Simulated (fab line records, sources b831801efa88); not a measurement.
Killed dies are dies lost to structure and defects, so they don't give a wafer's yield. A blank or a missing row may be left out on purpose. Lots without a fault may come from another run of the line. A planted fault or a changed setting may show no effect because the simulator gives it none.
A struck lot beside a sound one | flow gf180mcu | 15 steps out of a route of 602
Sound: wafers L349.1, L349.4, L349.6. Struck: wafers L357.1, L357.4, L357.6. The cause comes at the end.
At each step with rows: each side's tool, then ch and its chambers, then its first start. Under that, the readings that differ: sound wafers | struck wafers | difference of the means | sigmas: that difference in standard deviations of wafers without a fault.
alike: readings whose means differ by less than 2 such deviations, and words and numbers that are the same on both sides. not compared: withheld readings, readings that some wafer has no value for, bounds like >300 that may hide the same value, and numbers for which the record gives no deviation and whose values overlap.
The two part at a step that has a row with sigmas, a row that says differs or no value, or rows on one side only. Numbers that don't overlap but have no deviation are shown without sigmas and don't part them. A reading that every wafer of one side lacks parts them only if that side has two wafers or more.

first, 2 steps without rows for these wafers: GF_M1_PEB_12 (peb time 90 s); GF_M1_DEVELOP_13 (develop time 60 s).
GF_M1_CD_MEAS_14: target cd 230 nm.
  sound on cd_sem-02, day 19 03:57; struck on cd_sem-01, day 22 04:04
  alike: cd_nm
GF_M1_OVL_MEAS_15:
  sound on overlay-01, day 19 04:04; struck on overlay-02, day 22 04:11
  alike: M1_OVL
GF_M1_METAL_ETCH_16: etches the open film in Cl2/BCl3, stops on SiO2, target depth 750.8 nm, time 125.1 s.
  sound on rie_metal-04 ch 1, day 19 04:06; struck on rie_metal-01 ch 0,1, day 22 04:14
  alike: bias_w, drypump_motor_current_A, oes_product_au, throttle_valve_pct
  not compared: rf_hours_counter_h
GF_M1_STRIP_17: strips in O2/N2.
  sound on plasma_asher-01 ch 1, day 19 04:14; struck on plasma_asher-02 ch 0,1, day 22 04:22
  alike: drypump_motor_current_A, heater_power_w, oes_product_au, platen_temp_c, strip_time_to_endpoint_s
  not compared: rf_hours_counter_h
then, 3 steps without rows for these wafers: GF_M1_STRIP_18 (strips in post etch residue remover, time 1200 s); GF_M1_CLEAN_19 (cleans in DIW); GF_V1_CVD_00 (deposits SiO2, target thk 600 nm, time 100 s).
GF_V1_THK_MEAS_01:
  sound on film_metro-04, day 19 04:50; struck on film_metro-04, day 22 05:00
  alike: V1_CVD_00_THK
GF_V1_CVD_02: deposits SiO2 from TEOS, target thk 850 nm, time 94.851 s.
  sound on pecvd-01 ch 0,1,2, day 19 04:54; struck on pecvd-04 ch 1,2, day 22 05:04
  reading            | sound       | struck      | difference | sigmas
  heater_power_w (W) | 756 840 783 | 594 479 477 | -276       | -2
GF_V1_THK_MEAS_03:
  sound on film_metro-02, day 19 04:58; struck on film_metro-02, day 22 05:08
  alike: V1_CVD_02_THK
GF_V1_CMP_04: polishes SiO2.
  sound on cmp-01 ch 0,2,3, day 19 05:05; struck on cmp-01 ch 0,3, day 22 05:11
  no value came back on the struck wafers for any of 5 readings (edge_zone_pressure_frac, head_pressure_psi (psi) and others); on the sound wafers edge_zone_pressure_frac reads 0.998 0.999 0.987
  reading                             | sound             | struck          | difference | sigmas
  model.SiO2_of_V1_CVD_02.thk_nm (nm) | 633.3 632.8 632.6 | 841 866.7 866.8 | +225       |
GF_V1_BOW_MEAS_05:
  sound on film_metro-01, day 19 05:20; struck on film_metro-01, day 22 05:47
  reading     | sound    | struck | difference                    | sigmas
  V1_BOW (um) | 83 80 75 | - - -  | no value on the struck wafers |
  not compared: hold
then, 1 step without rows for these wafers: GF_PASSIVATION_PROBE_99.

WHERE THEY PART
First at GF_V1_CVD_02; last, within this record, at GF_V1_BOW_MEAS_05.

WHY: what the simulator had put in
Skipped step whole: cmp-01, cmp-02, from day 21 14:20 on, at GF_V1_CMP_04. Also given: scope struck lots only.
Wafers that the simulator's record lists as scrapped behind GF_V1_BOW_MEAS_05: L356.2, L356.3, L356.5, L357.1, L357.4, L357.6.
